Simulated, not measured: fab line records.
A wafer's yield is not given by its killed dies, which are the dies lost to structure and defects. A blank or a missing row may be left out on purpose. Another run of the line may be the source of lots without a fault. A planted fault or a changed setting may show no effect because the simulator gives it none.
fab line records	flow sky130
[record] lots = 6	wafers = 18	last_day = 49
route steps=708 shown POLY_CUT@314 SD_P@320
lots that met no fault: taken from a fault-free run of the same line
start_h: hours from the record's first day to the start of the lot's first wafer shown	wait_h: hours elapsed since this lot's preceding step	" as in the row above	L1.1+2: a single row standing in for several wafers	- either no value or no given start	* or withheld: withheld	< > ~ a bound
route shown NAME@n: a module of which the file shows steps, and the number in the route of the first	usual: mean/standard deviation of fault-free wafers	same: alike in all rows	chamber/n: place in a boat	sites: the reading at each site	_std_site: how widely they spread, as a standard deviation	_edge_site: inner sites' mean taken away from outer sites' mean	radius_mm: how far each site lies from the wafer's centre	mask NAME#n: copy n	behind: tool/chamber where the wafer was last shaped	hold: why the lot was held/for how many hours/how that ended	device: the n, p or np transistor that did not switch	end of line: tests run on the same wafers once the route is complete	a step without rows: its recipe alone	killed: dies lost to structure and defects at the first sort, not the wafer's yield	map: shows each die of a wafer: x if killed, . if not, _ if none is there
set.NAME: the setting that was run; set.NAME@STEP: the one run at that earlier step	model.NAME: the simulator's own value behind a step, which no gauge read
a table for each step, a row for each wafer; lots at some steps of the route
services: from which hour (start_h, from the record's first day; less than 0 if before it) a tool's chamber was out of use, for how many hours, and why
[[steps]]
[step SKY_POLY_CUT_DEVELOP_07]
[recipe] develop_time_s = 60	resist = KrF-thick	dev_temp_c = 21
[step SKY_POLY_CUT_CD_MEAS_08]
[recipe] target_cd_nm = 270
[usual] cd_nm = 270.0/1.6
lot.wafer	tool	chamber	start_h	wait_h	cd_nm
L699.1	cd_sem-02	-	579.38	-	269.3
L699.2	"	-	"	"	268.3
L699.5	"	-	"	"	269.0
L700.1	cd_sem-01	-	593.87	-	270.6
L700.4	"	-	"	"	270.2
L700.5	"	-	"	"	272.6
L702.4	cd_sem-02	-	604.42	-	268.2
L702.5	"	-	"	"	267.4
L702.6	"	-	"	"	267.5
L704.1	cd_sem-02	-	624.18	-	271.1
L704.2	"	-	"	"	270.0
L704.4	"	-	"	"	269.9
L715.1	cd_sem-02	-	705.47	-	269.3
L715.4	"	-	"	"	270.1
L715.6	"	-	"	"	269.2
L716.3	cd_sem-02	-	713.81	-	269.1
L716.5	"	-	"	"	267.4
L716.6	"	-	"	"	269.6
[step SKY_POLY_CUT_OVL_MEAS_09]
[usual] POLY_CUT_OVL = -9/7.5
lot.wafer	tool	chamber	start_h	wait_h	POLY_CUT_OVL[nm]
L699.1	overlay-02	-	579.50	0.1	-8
L699.2	"	-	"	"	-4
L699.5	"	-	"	"	-4
L700.1	overlay-02	-	593.99	0.1	-13
L700.4	"	-	"	"	-15
L700.5	"	-	"	"	-11
L702.4	overlay-01	-	604.50	0.1	-7
L702.5	"	-	"	"	-11
L702.6	"	-	"	"	-15
L704.1	overlay-02	-	624.30	0.1	1
L704.2	"	-	"	"	0
L704.4	"	-	"	"	-5
L715.1	overlay-01	-	705.59	0.1	6
L715.4	"	-	"	"	-4
L715.6	"	-	"	"	-4
L716.3	overlay-01	-	713.90	0.1	-7
L716.5	"	-	"	"	-1
L716.6	"	-	"	"	-3
[step SKY_POLY_CUT_ETCH_10]
[recipe] chemistry = N2/H2	target = BARC	ion_energy_ev = 200	source_w = 500	bias_w = 100	pressure_mtorr = 30	n2_flow_sccm = 100	h2_flow_sccm = 200	stop_on = SiO2	time_s = 45.9	target_depth_a = 600
[usual] drypump_motor_current_A = 5.79/0.25	oes_product_au = 0.855/0.0047	throttle_valve_pct = 13.225/0.0098
lot.wafer	tool	chamber	start_h	wait_h	drypump_motor_current_A	oes_product_au	rf_hours_counter_h	throttle_valve_pct
L699.1	rie_diel-01	2	579.54	0.0	5.67	0.855	11	13.222
L699.2	"	3	"	"	6.02	0.856	76	13.235
L699.5	"	0	"	"	6.12	0.853	-	13.229
L700.1	rie_diel-04	1	594.02	0.0	5.50	0.853	10	13.250
L700.4	"	2	"	"	5.79	0.852	7	13.227
L700.5	"	3	"	"	5.97	0.852	-	13.215
L702.4	rie_diel-01	0	604.53	0.0	6.09	0.860	-	13.240
L702.5	"	1	"	"	5.45	0.855	-	13.224
L702.6	"	2	"	"	5.65	0.853	-	13.232
L704.1	rie_diel-03	3	624.34	0.0	6.34	0.865	8	13.241
L704.2	"	1	"	"	5.41	0.852	5	13.219
L704.4	"	2	"	"	5.68	0.849	7	13.238
L715.1	rie_diel-01	2	705.62	0.0	5.66	0.856	15	13.217
L715.4	"	3	"	"	6.02	0.860	2	13.230
L715.6	"	3	"	"	6.01	0.863	-	13.221
L716.3	rie_diel-04	2	713.92	0.0	5.80	0.866	9	13.224
L716.5	"	0	"	"	5.67	0.859	-	13.216
L716.6	"	3	"	"	5.96	0.850	-	13.219
[step SKY_POLY_CUT_ETCH_11]
[recipe] target = Si3N4	chemistry = CF4/CH2F2/Ar	stop_on = poly-Si	source_w = 600	bias_w = 150	pressure_mtorr = 40	cf4_flow_sccm = 40	ch2f2_flow_sccm = 20	Ar_flow_sccm = 150	time_s = 42.5	target_depth_a = 600
[usual] drypump_motor_current_A = 5.79/0.26	oes_product_au = 0.828/0.0065	throttle_valve_pct = 14.996/0.0086
lot.wafer	tool	chamber	start_h	wait_h	drypump_motor_current_A	oes_product_au	rf_hours_counter_h	throttle_valve_pct
L699.1	rie_diel-01	2	579.58	0.0	5.65	0.824	11	14.982
L699.2	"	3	"	"	6.01	0.829	76	15.004
L699.5	"	0	"	"	6.11	0.813	-	14.982
L700.1	rie_diel-04	1	594.07	0.0	5.53	0.813	10	14.993
L700.4	"	2	"	"	5.83	0.830	7	14.993
L700.5	"	3	"	"	6.00	0.822	-	14.993
L702.4	rie_diel-01	0	604.58	0.0	6.12	0.830	-	14.995
L702.5	"	1	"	"	5.45	0.816	-	14.994
L702.6	"	2	"	"	5.69	0.830	-	14.996
L704.1	rie_diel-03	3	624.38	0.0	6.35	0.813	8	14.991
L704.2	"	1	"	"	5.38	0.830	5	15.001
L704.4	"	2	"	"	5.67	0.815	7	14.997
L715.1	rie_diel-01	2	705.67	0.0	5.68	0.830	15	15.007
L715.4	"	3	"	"	6.00	0.831	2	14.996
L715.6	"	3	"	"	6.00	0.831	-	14.989
L716.3	rie_diel-04	2	713.97	0.0	5.79	0.830	9	14.993
L716.5	"	0	"	"	5.69	0.825	-	15.003
L716.6	"	3	"	"	5.98	0.836	-	14.993
[step SKY_POLY_CUT_STRIP_12]
[recipe] chemistry = O2/N2	power_w = 1400	pressure_mtorr = 1500	platen_temp_c = withheld	o2_flow_sccm = 3000	n2_flow_sccm = 300	overash_fraction = 0.5
[usual] drypump_motor_current_A = 5.9/0.36	oes_product_au = 0.452/0.0043	strip_time_to_endpoint_s = 5.353/0.016
lot.wafer	tool	chamber	start_h	wait_h	drypump_motor_current_A	oes_product_au	rf_hours_counter_h	strip_time_to_endpoint_s
L699.1	plasma_asher-04	0	579.62	0.0	6.0	0.460	9	5.376
L699.2	"	1	"	"	6.2	0.463	9	5.391
L699.5	"	0	"	"	6.0	0.456	-	5.386
L700.1	plasma_asher-03	1	594.11	0.0	6.2	0.458	93	5.365
L700.4	"	1	"	"	6.1	0.451	-	5.355
L700.5	"	1	"	"	6.2	0.455	-	5.345
L702.4	plasma_asher-01	1	604.68	0.1	5.1	0.457	-	5.326
L702.5	"	1	"	"	5.1	0.454	-	5.357
L702.6	"	0	"	"	6.2	0.453	-	5.331
L704.1	plasma_asher-01	1	624.42	0.0	5.1	0.451	54	5.353
L704.2	"	0	"	"	6.1	0.455	54	5.355
L704.4	"	1	"	"	5.1	0.455	-	5.378
L715.1	plasma_asher-03	1	705.71	0.0	6.2	0.445	105	5.344
L715.4	"	1	"	"	6.2	0.458	-	5.336
L715.6	"	0	"	"	5.4	0.453	-	5.351
L716.3	plasma_asher-03	0	714.04	0.1	5.4	0.452	-	5.336
L716.5	"	1	"	"	6.1	0.445	-	5.338
L716.6	"	0	"	"	5.4	0.457	-	5.328
[step SKY_SD_P_DEHYDRATE_00]
[recipe] temp_c = 200	time_s = 60
[step SKY_SD_P_HMDS_01]
[recipe] prime_time_s = 60	prime_temp_c = 120
[step SKY_SD_P_COAT_02]
[recipe] resist = NOVOLAK	spin_rpm = 3000	resist_thk_nm = 1140
[step SKY_SD_P_SOFTBAKE_03]
[recipe] temp_c = 90	time_s = 60	resist = NOVOLAK
[step SKY_SD_P_EXPOSE_04]
[recipe] mask_id = PSDM	na = 0.6	source_shape = conventional	sigma_outer = 0.6	polarization = unpolarized	target_cd_nm = 380	dose_mj = 138
[step SKY_SD_P_PEB_05]
[recipe] temp_c = withheld	time_s = *	resist = NOVOLAK
[step SKY_SD_P_DEVELOP_06]
[recipe] resist = NOVOLAK	developer = TMAH	develop_time_s = 60	dev_temp_c = 23
[usual] chill_plate_temp_C = 22.99/0.13	develop_time_s = 60/0
lot.wafer	tool	chamber	start_h	wait_h	chill_plate_temp_C	develop_time_s
L699.1	litho_track-02	-	607.38	0.1	-	-
L699.2	"	-	"	"	-	-
L699.5	"	-	"	"	-	-
L700.1	litho_track-04	-	622.26	0.1	-	-
L700.4	"	-	"	"	-	-
L700.5	"	-	"	"	-	-
L702.4	litho_track-04	0	633.88	0.1	22.97	60
L702.5	"	0	"	"	23.07	60
L702.6	"	0	"	"	23.08	60
L704.1	litho_track-03	0	652.62	0.1	23.04	60
L704.2	"	0	"	"	23.16	60
L704.4	"	0	"	"	23.13	60
L715.1	litho_track-02	0	733.38	0.1	23.01	60
L715.4	"	0	"	"	22.95	60
L715.6	"	0	"	"	23.09	60
L716.3	litho_track-04	0	741.51	0.1	23.10	60
L716.5	"	0	"	"	23.15	60
L716.6	"	0	"	"	23.09	60
[step SKY_SD_P_CD_MEAS_07]
[recipe] target_cd_nm = 380
[usual] cd_nm = 380.4/2.5
lot.wafer	tool	chamber	start_h	wait_h	cd_nm
L699.1	cd_sem-01	-	607.53	0.1	-
L699.2	"	-	"	"	-
L699.5	"	-	"	"	-
L700.1	cd_sem-01	-	622.41	0.1	-
L700.4	"	-	"	"	-
L700.5	"	-	"	"	-
L702.4	cd_sem-01	-	634.02	0.1	377.9
L702.5	"	-	"	"	377.1
L702.6	"	-	"	"	377.2
L704.1	cd_sem-01	-	652.77	0.1	384.5
L704.2	"	-	"	"	382.6
L704.4	"	-	"	"	381.2
L715.1	cd_sem-01	-	733.53	0.1	379.9
L715.4	"	-	"	"	378.5
L715.6	"	-	"	"	379.7
L716.3	cd_sem-01	-	741.65	0.1	381.1
L716.5	"	-	"	"	381.6
L716.6	"	-	"	"	382.2
[[services]]
tool	chamber	start_h	hours	kind
plasma_asher-01	-	558.86	0.9	repair
rie_diel-03	3	566.23	4.0	repair
plasma_asher-04	-	582.50	28.1	pm
rie_diel-01	1	585.43	-	clean
rie_diel-01	1	585.43	15.9	scheduled_down
rie_diel-01	1	585.43	15.9	vent_cycle
rie_diel-01	3	589.79	15.5	repair
rie_diel-01	3	605.29	-	clean
rie_diel-01	3	605.29	23.2	scheduled_down
rie_diel-01	3	605.29	23.2	vent_cycle
rie_diel-01	1	606.37	4.0	repair
rie_diel-03	1	606.72	4.7	repair
rie_diel-04	1	613.47	2.8	repair
rie_diel-01	3	643.17	10.5	repair
rie_diel-03	3	652.85	4.7	repair
rie_diel-03	1	663.54	7.1	repair
rie_diel-01	0	699.52	3.4	repair
rie_diel-01	0	707.70	3.1	repair
plasma_asher-03	-	733.75	9.0	pm
plasma_asher-03	0	733.75	9.0	vent_cycle
plasma_asher-03	1	733.75	9.0	vent_cycle
[[key]]
[first_sign] step = SKY_SD_P_DEVELOP_06	reading = tool_record	direction = missing
effect none on later readings
met_at SKY_SD_P_DEVELOP_06
struck_wafers L699.1,L699.2,L699.5,L700.1,L700.4,L700.5
sort_left_out L699.1,L699.2,L699.5,L700.1,L700.4,L700.5
tester_left_out L699,L700
[fault] kind = skipped_step_whole	tool = litho_track-02,litho_track-04	chamber = -	onset_h = 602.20	steps = SKY_SD_P_DEVELOP_06	scope = struck_lots_only
// tester_left_out: of these lots the tester's yield and bins aren't shown, on N5 and GAA mostly nor the transistor test; their killed dies are dies lost to structure and defects alone, not to doping, threshold or leakage, so they don't give the yield
// sort_left_out: the simulated sort isn't trusted on such a fault, so these wafers' sort isn't shown, and their yield isn't known
